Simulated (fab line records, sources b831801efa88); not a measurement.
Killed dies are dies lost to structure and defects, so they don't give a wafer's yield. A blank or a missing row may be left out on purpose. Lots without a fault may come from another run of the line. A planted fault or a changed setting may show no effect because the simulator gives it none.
Which tool did it? | flow sky130 | 12 lots, 36 wafers sampled, at 4 steps of a route of 708

WHAT THE GAUGES READ, wafer by wafer
SKY_SONOS_ONO_THK_MEAS_03.
lot  | measured     | on            | SONOS_ONO_CVD_02_THK (nm)
L621 | day 11 17:38 | film_metro-04 | 10.36 10.29 10.55
L622 | day 12 04:42 | film_metro-03 | 10.35 10.45 10.57
L623 | day 12 10:07 | film_metro-01 | 10.18 10.20 10.19
L628 | day 14 07:45 | film_metro-03 | 10.93 10.82 10.83
L630 | day 15 06:03 | film_metro-04 | 10.54 10.57 10.56
L634 | day 16 06:11 | film_metro-01 | 10.50 10.43 10.39
L635 | day 16 15:35 | film_metro-01 | 10.61 10.61 10.65
L637 | day 17 09:38 | film_metro-01 | 10.65 10.69 10.73
L638 | day 17 14:16 | film_metro-01 | 10.60 10.70 10.60
L640 | day 18 08:39 | film_metro-01 | 10.41 10.49 10.50
L641 | day 18 13:31 | film_metro-03 | 10.59 10.53 10.52
L643 | day 19 05:27 | film_metro-03 | 10.75 10.66 10.76

SKY_LDD_P_CD_MEAS_07: target cd 380 nm.
lot  | measured     | on        | cd_nm (nm)
L621 | day 19 01:03 | cd_sem-01 | 383.2 383.7 381.6
L622 | day 19 16:40 | cd_sem-01 | 377.6 377.2 376.7
L623 | day 20 01:55 | cd_sem-02 | 383.3 382.0 382.3
L628 | day 22 08:05 | cd_sem-01 | 380.2 378.9 379.0
L630 | day 23 04:49 | cd_sem-02 | 379.6 383.1 380.9
L634 | day 24 09:32 | cd_sem-02 | 380.6 383.2 382.8
L635 | day 24 18:31 | cd_sem-01 | 380.9 381.0 379.7
L637 | day 25 11:42 | cd_sem-01 | 377.1 375.8 377.4
L638 | day 25 14:29 | cd_sem-01 | 383.6 382.7 383.6
L640 | day 26 11:38 | cd_sem-01 | 376.0 380.9 379.2
L641 | day 26 15:04 | cd_sem-02 | 380.5 380.2 380.0
L643 | day 27 06:06 | cd_sem-01 | 382.2 382.7 382.3

WHICH TOOL RAN EACH LOT (tool, then ch and the chambers of the sampled wafers, then the start)
lot  | SKY_LDD_N_IMPLANT_10            | SKY_LDD_N_STRIP_16
L621 | implanter-02 ch 0, day 17 18:15 | plasma_asher-02 ch 0,1, day 17 19:08
L622 | implanter-04 ch 0, day 18 09:01 | plasma_asher-02 ch 0,1, day 18 09:55
L623 | implanter-03 ch 0, day 18 17:31 | plasma_asher-02 ch 0,1, day 18 18:23
L628 | implanter-04 ch 0, day 21 00:27 | plasma_asher-04 ch 0,1, day 21 01:19
L630 | implanter-04 ch 0, day 21 21:43 | plasma_asher-02 ch 0, day 21 22:37
L634 | implanter-02 ch 0, day 23 02:14 | plasma_asher-02 ch 0,1, day 23 03:08
L635 | implanter-03 ch 0, day 23 11:28 | plasma_asher-02 ch 0,1, day 23 12:22
L637 | implanter-04 ch 0, day 24 04:43 | plasma_asher-01 ch 0,1, day 24 05:37
L638 | implanter-04 ch 0, day 24 07:47 | plasma_asher-02 ch 0,1, day 24 08:40
L640 | implanter-03 ch 0, day 25 05:07 | plasma_asher-01 ch 0,1, day 25 05:58
L641 | implanter-03 ch 0, day 25 09:50 | plasma_asher-04 ch 1, day 25 10:44
L643 | implanter-03 ch 0, day 26 00:19 | plasma_asher-04 ch 0,1, day 26 01:12
- SKY_LDD_N_IMPLANT_10
- SKY_LDD_N_STRIP_16: strips in O2/N2.

WHAT THE TOOLS THEMSELVES READ (means of the sampled wafers that have a number; where no wafer has one, the mark that the record gives instead)
SKY_LDD_N_IMPLANT_10.
lot  | tool         | dose_ions_cm2 | faraday_current_uA
L621 | implanter-02 | 7.502e+13     | 428
L622 | implanter-04 | 7.496e+13     | 421
L623 | implanter-03 | 7.499e+13     | 421
L628 | implanter-04 | 4.631e+13     | 262
L630 | implanter-04 | 4.640e+13     | 259
L634 | implanter-02 | 7.500e+13     | 417
L635 | implanter-03 | 7.512e+13     | 422
L637 | implanter-04 | 7.492e+13     | 424
L638 | implanter-04 | 7.489e+13     | 425
L640 | implanter-03 | 7.494e+13     | 419
L641 | implanter-03 | 7.497e+13     | 423
L643 | implanter-03 | 7.504e+13     | 414

SKY_LDD_N_STRIP_16.
lot  | tool            | drypump_motor_current_A (A) | oes_product_au (a.u.) | strip_time_to_endpoint_s (s)
L621 | plasma_asher-02 | 6.5                         | 0.406                 | 4.306
L622 | plasma_asher-02 | 6.6                         | 0.407                 | 4.307
L623 | plasma_asher-02 | 6.6                         | 0.405                 | 4.341
L628 | plasma_asher-04 | 5.7                         | 0.411                 | 4.243
L630 | plasma_asher-02 | 6.6                         | 0.410                 | 4.257
L634 | plasma_asher-02 | 6.5                         | 0.404                 | 4.294
L635 | plasma_asher-02 | 6.6                         | 0.402                 | 4.296
L637 | plasma_asher-01 | 5.8                         | 0.405                 | 4.293
L638 | plasma_asher-02 | 6.5                         | 0.408                 | 4.304
L640 | plasma_asher-01 | 6.2                         | 0.409                 | 4.317
L641 | plasma_asher-04 | 6.0                         | 0.406                 | 4.351
L643 | plasma_asher-04 | 5.7                         | 0.407                 | 4.340

THE ANSWER, worked out from the rows above alone
Rule: what is usual is taken from the lots themselves. Put in order of their means at a reading, lots are off if they are a third of the lots or fewer, leave a main group of 4 or more, and stand apart from it by a gap of 3 or more times the standard deviation of the main group's means; of several such gaps the widest counts. A main group whose means are all the same, to the digits that the tables above print for the reading, isn't used. A lot without any number at a reading at which 4 lots or more have one is off too. The other lots that the step has rows for count as sound. The gauges are gone through in route order, then the tools' own readings, and for those a lot's mean is taken as printed above. The first step at which some lot is off is used, and at that step the reading that is off furthest; a lot without a number counts as furthest.
Off: L628, L630, at SKY_LDD_N_IMPLANT_10 (dose_ions_cm2). The main group: mean 7.498e+13, standard deviation 6.2e+10.
A tool fits if, at that step or a process step before it, it ran every lot that is off, and no sound lot after the first of them. None of those tried fits.

WHAT THE SIMULATOR HAD PUT IN
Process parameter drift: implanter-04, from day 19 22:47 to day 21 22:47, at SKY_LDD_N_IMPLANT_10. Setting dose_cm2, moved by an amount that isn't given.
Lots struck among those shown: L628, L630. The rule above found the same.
